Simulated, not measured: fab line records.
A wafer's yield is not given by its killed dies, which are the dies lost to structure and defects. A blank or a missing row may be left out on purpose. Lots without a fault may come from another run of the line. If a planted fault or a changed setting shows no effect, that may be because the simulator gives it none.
Struck lot and sound lot, side by side || flow sky130 || 31 steps out of a route of 708
Sound: these wafers, L323.4, L323.5, L323.6. Struck: wafers L328.1, L328.4, L328.5. The cause comes at the end.
Each step with rows lists, per side, the tool, then ch with its chambers, then its first start. Under that, the readings that differ: sound wafers || struck wafers || difference of the means || sigmas: that difference in standard deviations of wafers without a fault.
alike: readings with means less than 2 such deviations apart, plus words and numbers identical on both sides. not compared: withheld readings, readings lacking a value on some wafer, bounds such as >300 that could conceal the same value, and numbers that have no deviation in the record and whose values overlap.
A row with sigmas, a row that says differs or no value, or rows on one side alone: a step with any of these is where the two part. Non-overlapping numbers with no deviation appear without sigmas and do not part them. A reading that every wafer of one side lacks parts them only if that side has two wafers or more.

first, 1 step without rows for these wafers: SKY_FIELD_ISO_ANNEAL_26 (time 1800 s).
SKY_FIELD_ISO_CMP_27: polishes, stops on Si3N4, t overpolish 16 s, target thk 457.8 nm.
  sound on cmp-02 ch 0,1,3, day 2 14:22; struck on cmp-02 ch 0,1,3, day 3 20:34
  alike: motor current A, overpolish run s, time to endpoint s
then, 5 steps without rows for these wafers: SKY_FIELD_ISO_WET_ETCH_28 (etches SiO2 in dHF, target depth 23.7 nm, time 47 s); SKY_FIELD_ISO_WET_ETCH_29 (etches Si3N4 in H3PO4, target depth 160 nm, time 1825 s); SKY_FIELD_ISO_WET_ETCH_30 (etches SiO2 in dHF, target depth 25 nm, time 50 s); SKY_NWELL_CLEAN_00 (cleans in SC1/SC2, time 150 s); SKY_NWELL_OXIDATION_01 (stabilise 600 s, purge 300 s, target thk 10 nm).
SKY_NWELL_THK_MEAS_02:
  sound on film metro-02, day 2 17:02; struck on film metro-04, day 3 23:56
  alike: NWELL_OXIDATION_THK
then, 4 steps without rows for these wafers: SKY_DNWELL_DEHYDRATE_00 (time 60 s); SKY_DNWELL_HMDS_01 (prime time 60 s); SKY_DNWELL_COAT_02 (resist thk 3000 nm); SKY_DNWELL_SOFTBAKE_03.
SKY_DNWELL_EXPOSE_04: exposes mask DNM, target cd 3000 nm.
  sound on iline stepper-02 ch 0, day 3 01:03; struck on iline stepper-02 ch 0, day 4 07:04
{"reading": "mask", "sound": "DNM#0 DNM#0 DNM#0", "struck": "PWDEM#0 PWDEM#0 PWDEM#0", "difference": "differs", "sigmas": ""}
  alike: reticle temp C
then, 3 steps without rows for these wafers: SKY_DNWELL_PEB_05; SKY_DNWELL_DEVELOP_06 (develop time 60 s); SKY_DNWELL_IMPLANT_07.
SKY_DNWELL_STRIP_08: strips in O2/N2.
  sound on plasma asher-01 ch 0,1, day 3 09:19; struck on plasma asher-01 ch 0,1, day 4 15:23
  alike: drypump motor current A, oes product au, strip time to endpoint s
  not compared: rf hours counter h
SKY_DNWELL_TW_MEAS_09:
  sound on film metro-02, day 3 09:25; struck on film metro-01, day 4 15:29
{"reading": "DNWELL_TW", "sound": "1129 1126 1132", "struck": "30 30 30", "difference": -1099, "sigmas": "-99 or more"}
then, 7 steps without rows for these wafers: SKY_PWDE_DEHYDRATE_00 (time 60 s); SKY_PWDE_HMDS_01 (prime time 60 s); SKY_PWDE_COAT_02 (resist thk 3000 nm); SKY_PWDE_SOFTBAKE_03; SKY_PWDE_EXPOSE_04 (exposes mask PWDEM, target cd 840 nm); SKY_PWDE_PEB_05; SKY_PWDE_DEVELOP_06 (develop time 60 s).
SKY_PWDE_OVL_MEAS_07:
  sound on overlay-01, day 4 01:05; struck on overlay-01, day 5 08:08
  alike: PWDE_OVL
next, for these wafers, 1 step has no rows: SKY_PWDE_IMPLANT_08.
SKY_PWDE_STRIP_09: strips in O2/N2.
  sound on plasma asher-04 ch 0,1, day 4 01:17; struck on plasma asher-03 ch 0,1, day 5 08:19
  alike: drypump motor current A, oes product au, strip time to endpoint s
  not compared: rf hours counter h
SKY_PWDE_TW_MEAS_10:
  sound on film metro-01, day 4 01:23; struck on film metro-04, day 5 08:25
{"reading": "PWDE_TW", "sound": "372.7 375.3 372.6", "struck": "1118.8 1116.2 1113.1", "difference": "+742.5", "sigmas": "+99 or more"}
then, 1 step without rows for these wafers: SKY_NWELL_DEHYDRATE_03 (time 60 s).
-- the record jumps here: 42 days lie between the struck wafers' starts before and after (it left off in module NWELL and takes up again in module PAD_OPEN, whose first step shown is number 708 of the route) --
SKY_PAD_OPEN_PROBE_99:
  sound on prober-02, day 46 04:12; struck on prober-02, day 47 16:16
{"reading": "killed at front end", "sound": "15 17 13", "struck": "424 423 420", "difference": "+407", "sigmas": "+93"}
{"reading": "killed at other", "sound": "0 0 0", "struck": "1 1 2", "difference": "+1", "sigmas": "+2"}
{"reading": "killed dies", "sound": "76 80 84", "struck": "492 492 492", "difference": "+412", "sigmas": "+48"}
{"reading": "killed on rim", "sound": "16 19 17", "struck": "96 96 96", "difference": "+79", "sigmas": "+22"}
  alike: killed_at_M0_to_M3, killed_at_M4_up, killed at contacts, killed open, killed short

== WHERE THEY PART ==
Earliest at SKY_DNWELL_EXPOSE_04; latest, in this record, at SKY_PAD_OPEN_PROBE_99.

WHY: what the simulator had put in
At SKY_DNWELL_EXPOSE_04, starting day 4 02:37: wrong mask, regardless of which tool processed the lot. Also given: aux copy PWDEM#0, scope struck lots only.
